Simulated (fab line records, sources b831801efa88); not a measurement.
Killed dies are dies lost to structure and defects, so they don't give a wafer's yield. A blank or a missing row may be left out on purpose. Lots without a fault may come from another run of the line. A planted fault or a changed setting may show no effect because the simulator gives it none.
Which tool did it? | flow gf180mcu | 12 lots, 36 wafers sampled, at 1 step of a route of 602

WHAT THE GAUGES READ, wafer by wafer
GF_POLY_GATE_THK_MEAS_01.
lot  | measured     | on            | POLY_GATE_CVD_00_THK (nm)
L075 | day 8 14:23  | film_metro-03 | 198.2 199.5 197.1
L078 | day 9 17:53  | film_metro-02 | 199.3 199.3 199.6
L079 | day 10 08:05 | film_metro-01 | 201.1 202.0 202.3
L081 | day 11 03:48 | film_metro-02 | 202.3 202.8 201.7
L083 | day 11 13:11 | film_metro-02 | 200.6 201.6 203.9
L085 | day 11 20:28 | film_metro-03 | 198.3 198.5 201.0
L087 | day 12 06:02 | film_metro-01 | 201.3 200.5 201.8
L089 | day 12 23:55 | film_metro-03 | 197.6 199.4 199.9
L091 | day 13 09:44 | film_metro-01 | 201.6 201.3 201.2
L093 | day 13 23:53 | film_metro-02 | 203.1 201.5 200.7
L095 | day 14 12:48 | film_metro-03 | 201.7 199.2 198.5
L097 | day 15 04:36 | film_metro-02 | 199.7 199.1 199.0

WHICH TOOL RAN EACH LOT (tool, then ch and the chambers of the sampled wafers, then the start)
The record holds no process step before these readings.

THE ANSWER, worked out from the rows above alone
Rule: what is usual is taken from the lots themselves. Put in order of their means at a reading, lots are off if they are a third of the lots or fewer, leave a main group of 4 or more, and stand apart from it by a gap of 3 or more times the standard deviation of the main group's means; of several such gaps the widest counts. A main group whose means are all the same, to the digits that the tables above print for the reading, isn't used. A lot without any number at a reading at which 4 lots or more have one is off too. The other lots that the step has rows for count as sound.
No lot is off at any reading shown: from this, nothing can be told.

WHAT THE SIMULATOR HAD PUT IN
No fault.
